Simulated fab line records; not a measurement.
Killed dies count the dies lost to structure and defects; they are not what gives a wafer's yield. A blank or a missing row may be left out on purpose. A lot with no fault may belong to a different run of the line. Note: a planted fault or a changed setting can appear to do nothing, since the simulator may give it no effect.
Check of tool commonality | flow gf180mcu | 12 lots and 42 wafers in the sample

== WHY THIS WAS OPENED ==
At GF_M5_CD_MEAS_07 the reading cd-nm is flagged on 2 of 12 lots. Fault-free wafers read 280.0 nm, with a standard deviation of 1.
Rule: a lot is flagged when every wafer of it that has a number lies more than 4 standard deviations from that mean, or none has a number. As for the other lots, they are considered sound.

lot  | measured     | on        | cd-nm (nm), wafer by wafer          | flag
L160 | day 26 09:43 | cd-sem-02 | 278.9 279.9 278.9                   |
L161 | day 26 18:47 | cd-sem-02 | 279.3 280.1 279.6                   |
L162 | day 27 04:35 | cd-sem-01 | 280.1 281.0 279.3                   |
L163 | day 27 09:45 | cd-sem-01 | 277.9 278.5 279.4                   |
L165 | day 28 00:40 | cd-sem-02 | 278.7 280.1 279.9                   |
L166 | day 28 08:47 | cd-sem-02 | 280.7 279.5 279.6                   |
L172 | day 30 02:05 | cd-sem-02 | 269.4 270.3 269.1 269.6 270.4 269.2 | FLAGGED
L174 | day 30 17:01 | cd-sem-02 | 271.3 270.6 270.4 270.9 271.1 270.0 | FLAGGED
L177 | day 31 20:59 | cd-sem-01 | 278.3 279.3 279.7                   |
L180 | day 32 10:02 | cd-sem-01 | 280.0 279.2 278.5                   |
L181 | day 32 12:50 | cd-sem-01 | 278.1 279.5 279.3                   |
L182 | day 33 02:41 | cd-sem-02 | 280.0 280.7 279.7                   |
The mean of the flagged lots' numbers is 270.2 nm, -9.8 nm from the usual (-10 standard deviations).

== WHICH TOOL RAN EACH LOT ==
The record holds 2 process steps before the reading, out of a route of 602 steps. Every cell lists first the tool, next ch and the chambers used by the sampled wafers, and last the start.
lot  | flag    | GF_MIM_SPUTTER_01            | GF_M5_PEB_05
L160 |         | pvd-sputter-01, day 24 13:47 | litho-track-01 ch 0, day 26 09:22
L161 |         | pvd-sputter-03, day 24 23:13 | litho-track-01 ch 0, day 26 18:26
L162 |         | pvd-sputter-01, day 25 09:29 | litho-track-03 ch 0, day 27 04:14
L163 |         | pvd-sputter-01, day 25 14:34 | litho-track-03 ch 0, day 27 09:11
L165 |         | pvd-sputter-01, day 26 06:47 | litho-track-04 ch 0, day 28 00:19
L166 |         | pvd-sputter-01, day 26 15:26 | litho-track-04 ch 0, day 28 08:26
L172 | FLAGGED | pvd-sputter-03, day 28 10:58 | litho-track-04 ch 0, day 30 01:44
L174 | FLAGGED | pvd-sputter-04, day 29 02:54 | litho-track-04 ch 0, day 30 16:40
L177 |         | pvd-sputter-03, day 30 09:08 | litho-track-01 ch 0, day 31 20:38
L180 |         | pvd-sputter-01, day 31 01:01 | litho-track-01 ch 0, day 32 09:41
L181 |         | pvd-sputter-03, day 31 02:49 | litho-track-01 ch 0, day 32 12:30
L182 |         | pvd-sputter-01, day 31 16:53 | litho-track-03 ch 0, day 33 02:20
These steps, and what they do:
- GF_MIM_SPUTTER_01: material TiN, target thk 30 nm, time 25 s.
- GF_M5_PEB_05: peb time 90 s.
- GF_M5_CD_MEAS_07: target cd 280 nm.

== FLAGGED AGAINST TOTAL, ONE TOOL AT A TIME (gauges that did the reading follow at the end) ==
step              | tool           | lots run | flagged | share of the flagged lots | sound lots run after its first flagged lot
GF_MIM_SPUTTER_01 | pvd-sputter-01 | 7        | 0       | none                      | -
GF_MIM_SPUTTER_01 | pvd-sputter-03 | 4        | 1       | some                      | 2 (L177,L181)
GF_MIM_SPUTTER_01 | pvd-sputter-04 | 1        | 1       | some                      | 0
GF_M5_PEB_05      | litho-track-01 | 5        | 0       | none                      | -
GF_M5_PEB_05      | litho-track-03 | 3        | 0       | none                      | -
GF_M5_PEB_05      | litho-track-04 | 4        | 2       | all                       | 0
GF_M5_CD_MEAS_07  | cd-sem-01      | 5        | 0       | none                      | -
GF_M5_CD_MEAS_07  | cd-sem-02      | 7        | 2       | all                       | 1 (L182)

== WHAT THE TABLE ALLOWS ==
In 2 table rows, all flagged lots were run: litho-track-04 (GF_M5_PEB_05), cd-sem-02 (GF_M5_CD_MEAS_07).
- litho-track-04 at GF_M5_PEB_05: 2 of its 4 lots flagged. A fault beginning between L166 (day 28 08:26), its last sound lot, and L172 (day 30 01:44), its first flagged one, fits the data. Its own readings lie more than 4 standard deviations out on every wafer of the flagged lots: heater-power-total-W, plate-temp-C.
- cd-sem-02 at GF_M5_CD_MEAS_07: 2 of its 7 lots flagged. Sound lots ran on it after the first flagged one (L182), which a lasting fault on the whole tool wouldn't allow.
What remains is a single tool, litho-track-04 at GF_M5_PEB_05.

== WHAT THE SIMULATOR HAD INSERTED ==
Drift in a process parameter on litho-track-04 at GF_M5_PEB_05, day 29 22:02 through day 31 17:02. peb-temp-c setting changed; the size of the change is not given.
Struck lots among those shown: L172, L174. The same result came from the rule above.
